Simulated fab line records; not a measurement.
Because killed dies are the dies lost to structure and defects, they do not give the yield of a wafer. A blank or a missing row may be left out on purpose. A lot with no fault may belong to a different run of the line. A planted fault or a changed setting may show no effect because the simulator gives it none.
8D (eight disciplines) problem report, filled in by code | flow gf180mcu | the parts of the form that need people (team, actions taken, sign-off) are left out

## 1. THE PROBLEM
Wafers without a fault read 3000.1 W, standard deviation 0.51; cathode-dc-power-W at GF_M2_SPUTTER_03 reads a mean of 3522.8 W on 3 wafers belonging to 2 lots. That is +99 or more standard deviations from the usual mean.
The step: material Ti, target thk 10 nm, time 6.7 s.
First seen on wafer L197.6, day 23 19:07, on pvd-sputter-03. The record holds 18 wafers of 6 lots with a number at this step. By rule, "out" or "out of limits" means more than 4 standard deviations away from the usual mean. The rest of the wafers with a number are treated as sound.

## 2. WHAT THIS IS AND IS NOT
question                    | is                     | is not
which readings at this step | cathode-dc-power-W     | throttle-valve-pct
which lots                  | L197, L200             | L183, L184, L198, L203
which wafers of those lots  | L197.6, L200.1, L200.5 | L197.4, L197.5, L200.3
read on which tools         | pvd-sputter-03         | pvd-sputter-02, pvd-sputter-04
when                        | from day 23 19:07      | up to then (8 sound wafers); but 7 sound wafers of L198, L200, L203 came after

## 3. WHAT RULES OUT EACH SUSPECT
Counting: if a tool at a process step up to the reading ran every lot that is out, it stays a suspect. Sound lots after the first of them don't rule it out here, since some wafers of a struck lot are sound.
- cvd-w-02 at GF_V1_CVD_23 (deposits W, target thk 350 nm, time 105.05 s): kept. Every lot that is out went through it, the first being L197 (day 23 18:25); the last sound lot it ran before that was L184 (day 18 22:45).
- cmp-02 at GF_V1_CMP_26 (polishes, stops on SiO2, t overpolish 15 s, target thk 0 nm): kept. It ran every lot that is out, first L197 (day 23 18:43).
- pvd-sputter-03 at GF_M2_SPUTTER_00 (material Ti, target thk 37.5 nm, time 150 s): kept. Every lot that is out went through it, the first being L197 (day 23 18:58); the last sound lot it ran before that was L184 (day 18 23:28).
- pvd-sputter-03 at GF_M2_SPUTTER_01 (material TiN, target thk 30 nm, time 25 s): kept. Every lot that is out went through it, the first being L197 (day 23 19:04); the last sound lot it ran before that was L184 (day 18 23:34).
- pvd-sputter-03 at GF_M2_SPUTTER_03 (material Ti, target thk 10 nm, time 6.7 s): kept. Every lot that is out went through it, the first being L197 (day 23 19:07); the last sound lot it ran before that was L184 (day 18 23:37). On those wafers its own readings are out: cathode-dc-power-W.
- Within cmp-02 at GF_V1_CMP_26: the wafers that are out ran in chambers 0, 2, 3; their sound lot-mates ran in chamber 1.
Left after counting: cvd-w-02 at GF_V1_CVD_23, cmp-02 at GF_V1_CMP_26, pvd-sputter-03 at GF_M2_SPUTTER_00, pvd-sputter-03 at GF_M2_SPUTTER_01, pvd-sputter-03 at GF_M2_SPUTTER_03.

## 4. THE CAUSE (what the simulator had put in)
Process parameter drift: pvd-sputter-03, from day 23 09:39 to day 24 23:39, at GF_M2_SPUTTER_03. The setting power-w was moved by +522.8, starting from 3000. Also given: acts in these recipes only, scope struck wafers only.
5 suspects survive the count, and this tool is in that group.

## 5. THE EFFECT CHAIN, in route order
Each row: a reading whose mean over the struck wafers that have a number lies more than 3 standard deviations from the usual. Only readings whose record carries a usual standard deviation are examined. hours: median over the lots of the time between each lot's start at the first step of this table that gives one and its start at this step. sigmas: the change, counted in usual standard deviations.
hours | step             | reading            | usual    | on struck wafers | change | sigmas
0     | GF_M2_SPUTTER_03 | cathode-dc-power-W | 3000.1 W | 3522.8           | +522.7 | +99 or more
Process steps it contains:
- GF_M2_SPUTTER_03: material Ti, target thk 10 nm, time 6.7 s.

## 6. WHAT WOULD HAVE CAUGHT IT SOONER
In this record the first reading out of limits was taken at day 23 19:07, 9 hours after the fault began at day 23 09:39.
